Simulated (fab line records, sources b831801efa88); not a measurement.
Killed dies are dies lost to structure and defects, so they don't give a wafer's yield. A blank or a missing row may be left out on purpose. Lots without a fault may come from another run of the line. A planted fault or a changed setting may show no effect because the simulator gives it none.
A struck lot beside a sound one | flow sfq_line | 41 steps out of a route of 325
Sound: wafers L578.1, L578.4, L578.6. Struck: wafer L565.3. (L565.5 of the same lot was not struck and is left out.) The cause comes at the end.
At each step with rows: each side's tool, then ch and its chambers, then its first start. Under that, the readings that differ: sound wafers | struck wafers | difference of the means | sigmas: that difference in standard deviations of wafers without a fault.
alike: readings whose means differ by less than 2 such deviations, and words and numbers that are the same on both sides. not compared: withheld readings, readings that some wafer has no value for, bounds like >300 that may hide the same value, and numbers for which the record gives no deviation and whose values overlap.
The two part at a step that has a row with sigmas, a row that says differs or no value, or rows on one side only. Numbers that don't overlap but have no deviation are shown without sigmas and don't part them. A reading that every wafer of one side lacks parts them only if that side has two wafers or more.

first, 6 steps without rows for these wafers: SFQ_TRILAYER_M7_LITHO_COAT_182 (resist thk 62 nm); SFQ_TRILAYER_M7_LITHO_COAT_177 (resist thk 600 nm); SFQ_TRILAYER_M7_LITHO_SOFTBAKE_181; SFQ_TRILAYER_M7_LITHO_EXPOSE_178 (exposes mask M7, target cd 500 nm); SFQ_TRILAYER_M7_LITHO_PEB_180 (peb time 60 s); SFQ_TRILAYER_M7_LITHO_DEVELOP_179 (time 60 s).
SFQ_M7_OVL_MEAS_945:
  sound on overlay-02, day 70 08:41; struck on overlay-01, day 67 06:00
  alike: M7_OVL
SFQ_TRILAYER_M7_BARC_OPEN_METAL_ETCH_229: etches BARC in O2, target depth 125 nm, time 41.7 s.
  sound on rie_metal-03 ch 0,1, day 70 08:43; struck on rie_metal-02 ch 0, day 67 06:03
  reading                     | sound       | struck | difference | sigmas
  drypump_motor_current_A (A) | 5.1 5.1 5.3 | 6.3    | +1.1       | +2
  alike: bias_w, chamber_pressure_mTorr, oes_product_au
  not compared: rf_hours_counter_h
SFQ_TRILAYER_M7_ETCH_METAL_ETCH_180: etches Nb in Cl2/Ar, stops on SiO2, target depth 240 nm, time 120 s.
  sound on rie_metal-03 ch 0,1, day 70 08:47; struck on rie_metal-02 ch 0, day 67 06:08
  reading                     | sound       | struck | difference | sigmas
  drypump_motor_current_A (A) | 5.1 5.1 5.3 | 6.4    | +1.2       | +3
  alike: bias_w, chamber_pressure_mTorr, oes_product_au
  not compared: rf_hours_counter_h
then, 2 steps without rows for these wafers: SFQ_TRILAYER_M7_STRIP_STRIP_181 (strips in O2); SFQ_TRILAYER_M7_STRIP_SOLV_CLEAN_182 (cleans in NMP, time 600 s).
SFQ_TRILAYER_I7_DEP_PECVD_183: deposits SiO2 from SiH4/N2O, time 111.11 s, target thk 500 nm.
  sound on pecvd-04 ch 0,1,2, day 70 09:41; struck on pecvd-04 ch 0, day 67 06:59
  alike: heater_power_w, susceptor_temp_C, throttle_valve_pct
SFQ_TRILAYER_I7_CMP_CMP_184: polishes SiO2.
  sound on cmp-01 ch 1,2, day 70 11:08; struck on cmp-01 ch 1, day 67 09:34
  reading                                             | sound             | struck | difference | sigmas
  time_to_endpoint_s (s)                              | 216 203 193       | 272    | +68        | +7
  model.SiO2_of_TRILAYER_I7_DEP_PECVD_183.thk_nm (nm) | 199.2 197.9 199.3 | 300.1  | +101.3     |
  alike: motor_current_A
SFQ_I7_BOW_MEAS_946:
  sound on film_metro-03, day 70 14:08; struck on film_metro-01, day 67 12:06
  alike: I7_BOW
SFQ_TRILAYER_I7_METRO_MEASURE_185:
  sound on film_metro-03, day 70 14:16; struck on film_metro-01, day 67 12:35
  reading     | sound             | struck | difference | sigmas
  thk_nm (nm) | 199.2 197.8 199.2 | 300.0  | +101.3     | +78
then, 6 steps without rows for these wafers: SFQ_TRILAYER_I7_VIA_LITHO_COAT_192 (resist thk 62 nm); SFQ_TRILAYER_I7_VIA_LITHO_COAT_187 (resist thk 650 nm); SFQ_TRILAYER_I7_VIA_LITHO_SOFTBAKE_191; SFQ_TRILAYER_I7_VIA_LITHO_EXPOSE_188 (exposes mask I7, target cd 1000 nm); SFQ_TRILAYER_I7_VIA_LITHO_PEB_190 (peb time 60 s); SFQ_TRILAYER_I7_VIA_LITHO_DEVELOP_189 (time 60 s).
-- the record jumps here: 4 days lie between the struck wafers' starts before and after --
SFQ_I7_OVL_MEAS_947:
  sound on overlay-01, day 74 05:50; struck on overlay-01, day 71 10:34
  reading     | sound  | struck | difference | sigmas
  I7_OVL (nm) | 0 9 10 | -4     | -10        | -2
SFQ_TRILAYER_I7_VIA_BARC_OPEN_VIA_ETCH_260: etches BARC in O2, target depth 125 nm, time 41.7 s.
  sound on rie_diel-02 ch 1,2,3, day 74 05:53; struck on rie_diel-04 ch 2, day 71 10:35
  alike: bias_w, chamber_pressure_mTorr, drypump_motor_current_A, oes_product_au
  not compared: rf_hours_counter_h
SFQ_TRILAYER_I7_VIA_ETCH_VIA_ETCH_190: etches SiO2 in CHF3, stops on Nb, target depth 260 nm.
  sound on rie_diel-02 ch 1,2,3, day 74 05:55; struck on rie_diel-04 ch 2, day 71 10:38
  reading                        | sound             | struck | difference | sigmas
  oes_product_au (a.u.)          | 0.852 0.851 0.843 | 1.017  | +0.168     | +29
  model.etch.depth_nm (nm)       | 199.2 197.9 199.3 | 266.3  | +67.5      |
  model.I7.feature_depth_nm (nm) | 199.2 197.9 199.3 | 266.3  | +67.5      |
  alike: bias_w, chamber_pressure_mTorr, drypump_motor_current_A
SFQ_TRILAYER_I7_VIA_STRIP_STRIP_191: strips in O2.
  sound on rie_metal-03 ch 0,1, day 74 06:02; struck on rie_metal-03 ch 1, day 71 10:56
  alike: chamber_pressure_mTorr, drypump_motor_current_A, oes_product_au, platen_temp_c
  not compared: rf_hours_counter_h
then, 8 steps without rows for these wafers: SFQ_TRILAYER_I7_VIA_STRIP_SOLV_CLEAN_192 (cleans in NMP, time 600 s); SFQ_TRILAYER_M8_LITHO_LOR_COAT_197; SFQ_TRILAYER_M8_LITHO_LOR_BAKE_198; SFQ_TRILAYER_M8_LITHO_COAT_193 (resist thk 600 nm); SFQ_TRILAYER_M8_LITHO_SOFTBAKE_199; SFQ_TRILAYER_M8_LITHO_EXPOSE_194 (exposes mask M8, target cd 2000 nm); SFQ_TRILAYER_M8_LITHO_PEB_196 (peb time 60 s); SFQ_TRILAYER_M8_LITHO_DEVELOP_195 (img clear 15 s, time 55 s).
SFQ_M8_OVL_MEAS_948:
  sound on overlay-02, day 77 09:22; struck on overlay-02, day 71 23:50
  alike: M8_OVL
then, 3 steps without rows for these wafers: SFQ_TRILAYER_M8_DEP_EVAP_197 (material Ti, target thk 20 nm, time 100 s); SFQ_TRILAYER_M8_DEP_EVAP_198 (material Pt, target thk 50 nm, time 250 s); SFQ_TRILAYER_M8_DEP_EVAP_196 (material Au, target thk 180 nm, time 900 s).
SFQ_M8_RS_MEAS_949: measures by four-point-probe.
  sound on film_metro-02, day 77 10:08; struck on film_metro-02, day 72 00:39
  alike: M8_AU_RS
SFQ_M8_THK_MEAS_950: measures by xrf.
  sound on film_metro-02, day 77 10:16; struck on film_metro-02, day 72 00:45
  alike: M8_AU_THK
then, 1 step without rows for these wafers: SFQ_TRILAYER_M8_LIFTOFF_LIFTOFF_197 (chemistry NMP, time 600 s).
SFQ_M8_BOW_MEAS_951:
  sound on film_metro-04, day 77 10:29; struck on film_metro-01, day 72 01:00
  reading                 | sound            | struck | difference | sigmas
  model.etest.i7.link_ohm | 1.046 1.03 1.047 | 1e+06  | +1e+06     |
  alike: M8_BOW

WHERE THEY PART
First at SFQ_TRILAYER_M7_BARC_OPEN_METAL_ETCH_229; last, within this record, at SFQ_TRILAYER_I7_VIA_ETCH_VIA_ETCH_190. Later steps at which nothing parts them and some readings are alike: SFQ_TRILAYER_I7_VIA_STRIP_STRIP_191, SFQ_M8_OVL_MEAS_948, SFQ_M8_RS_MEAS_949, SFQ_M8_THK_MEAS_950, SFQ_M8_BOW_MEAS_951.

WHY: what the simulator had put in
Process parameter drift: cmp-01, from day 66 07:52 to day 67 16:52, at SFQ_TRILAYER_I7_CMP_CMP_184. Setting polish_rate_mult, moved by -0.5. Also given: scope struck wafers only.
